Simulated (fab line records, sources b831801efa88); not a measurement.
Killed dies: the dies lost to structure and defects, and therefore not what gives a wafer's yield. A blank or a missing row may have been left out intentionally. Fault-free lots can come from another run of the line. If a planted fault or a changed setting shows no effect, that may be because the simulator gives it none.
A lot that was struck, set against a sound lot | flow sky130 | 22 steps out of a route of 708
Sound: wafers L683.2, L683.4, L683.5. Struck: wafer L688.1 (left out: L688.2, L688.6 of the same lot, which were not struck); the cause appears at the end.
For every step that has rows: the tool of each side, followed by ch and its chambers, followed by its first start. Under that, the readings that differ: sound wafers | struck wafers | difference of the means | sigmas: that difference in standard deviations of wafers without a fault.
alike: same words and numbers on both sides, and readings whose means sit less than 2 such deviations apart. not compared: any withheld reading, any reading some wafer has no value for, any bound like >300 that may hide the same value, and any number with overlapping values for which the record gives no deviation.
A row with sigmas, a row that says differs or no value, or rows on one side alone: a step with any of these is where the two part. Non-overlapping numbers with no deviation appear without sigmas and do not part them. A reading missing from all wafers of one side parts the sides only when that side holds two or more wafers.

first, 1 step without rows for these wafers: SKY_CAPM_DEVELOP_11 (develop time 60 s).
SKY_CAPM_OVL_MEAS_12:
  sound: overlay-02 at day 38 03:58; struck: overlay-01 at day 40 07:13
  alike: CAPM_OVL
SKY_CAPM_METAL_ETCH_13: etches TiN in Cl2/BCl3, stops on SiO2, target depth 220 nm, time 62.9 s.
  sound on rie-metal-02 ch 0, day 38 04:00; struck on rie-metal-02 ch 0, day 40 07:15
  reading               | sound             | struck | difference | sigmas
  oes-product-au (a.u.) | 0.942 0.937 0.947 | 0.923  | -0.019     | -2
  alike: chamber-pressure-mTorr, drypump-motor-current-A, throttle-valve-pct
  not compared: rf-hours-counter-h
SKY_CAPM_STRIP_14: strips in O2/N2.
  sound on plasma-asher-03 ch 0,1, day 38 04:05; struck on plasma-asher-01 ch 1, day 40 07:20
  alike: chamber-pressure-mTorr, drypump-motor-current-A, oes-product-au, strip-time-to-endpoint-s
  not compared: rf-hours-counter-h
then, 8 steps without rows for these wafers: SKY_CAPM_STRIP_15 (strips in post etch residue remover, time 1200 s); SKY_CAPM_CLEAN_16 (cleans in IPA, time 180 s); SKY_CAPM_CLEAN_17 (cleans in O3/DIW); SKY_METAL3_DEHYDRATE_05 (time 60 s); SKY_METAL3_HMDS_06 (prime time 60 s); SKY_METAL3_COAT_07 (resist thk 60 nm); SKY_METAL3_COAT_08 (resist thk 1140 nm); SKY_METAL3_SOFTBAKE_09 (time 90 s).
SKY_METAL3_EXPOSE_10: exposes mask MM3, target cd 300 nm.
  sound on krf-scanner-01 ch 0, day 38 16:59; struck on krf-scanner-01 ch 0, day 40 20:05
  reading            | sound             | struck | difference | sigmas
  reticle-temp-C (C) | 23.19 23.00 23.02 | 22.82  | -0.25      | -2
  alike: mask
then, 2 steps without rows for these wafers: SKY_METAL3_PEB_11; SKY_METAL3_DEVELOP_12 (develop time 60 s).
SKY_METAL3_CD_MEAS_13: target cd 300 nm.
  sound: cd-sem-01 at day 39 05:24; struck: cd-sem-01 at day 41 07:44
  reading    | sound             | struck | difference | sigmas
  cd-nm (nm) | 299.0 300.0 302.9 | 248.6  | -52.0      | -33
SKY_METAL3_OVL_MEAS_14:
  sound: overlay-01 at day 39 05:31; struck: overlay-01 at day 41 07:51
  alike: METAL3_OVL
SKY_METAL3_DESCUM_15: chemistry O2, time 8 s.
  sound on rie-metal-02 ch 0,1, day 39 05:32; struck on rie-metal-01 ch 1, day 41 07:53
  reading                 | sound             | struck | difference | sigmas
  model.METAL3.cd-nm (nm) | 297.9 299.5 301.8 | 249.4  | -50.3      |
  alike: chamber-pressure-mTorr, drypump-motor-current-A, oes-product-au
  not compared: rf-hours-counter-h
SKY_METAL3_ETCH_16: etches BARC in N2/H2, stops on SiO2, time 88.2 s, target depth 60 nm.
  sound on rie-metal-02 ch 0,1, day 39 05:34; struck on rie-metal-01 ch 1, day 41 07:55
  alike: chamber-pressure-mTorr, drypump-motor-current-A, oes-product-au, throttle-valve-pct
  not compared: rf-hours-counter-h
SKY_METAL3_ETCH_17: etches SiO2 in C4F8/O2/Ar, stops on TiN, time 3.9 s, target depth 15 nm.
  sound on rie-diel-01 ch 0,2,3, day 39 05:40; struck on rie-diel-02 ch 1, day 41 08:01
  alike: chamber-pressure-mTorr, oes-product-au
  not compared: rf-hours-counter-h
SKY_METAL3_METAL_ETCH_18: etches the open film in Cl2/BCl3, stops on SiO2, target depth 845 nm, time 183.1 s.
  sound on rie-metal-03 ch 0,1, day 39 05:41; struck on rie-metal-03 ch 1, day 41 08:02
  reading                 | sound             | struck | difference | sigmas
  oes-product-au (a.u.)   | 0.865 0.875 0.864 | 0.849  | -0.019     | -2
  model.METAL3.cd-nm (nm) | 287.6 301.3 288.8 | 243.5  | -49.1      |
  alike: chamber-pressure-mTorr, drypump-motor-current-A, throttle-valve-pct
  not compared: rf-hours-counter-h
SKY_METAL3_STRIP_19: strips in O2/N2.
  sound on plasma-asher-02 ch 0, day 39 05:52; struck on plasma-asher-04 ch 1, day 41 08:13
  reading                        | sound                | struck | difference | sigmas
  chamber-pressure-mTorr (mTorr) | 1499.2 1497.6 1497.3 | 1500.9 | +2.9       | +2
  alike: drypump-motor-current-A, oes-product-au, strip-time-to-endpoint-s
  not compared: rf-hours-counter-h

== WHERE THEY PART ==
Last at SKY_METAL3_STRIP_19 as far as this record goes, first at SKY_CAPM_METAL_ETCH_13.

WHY: what the simulator had put in
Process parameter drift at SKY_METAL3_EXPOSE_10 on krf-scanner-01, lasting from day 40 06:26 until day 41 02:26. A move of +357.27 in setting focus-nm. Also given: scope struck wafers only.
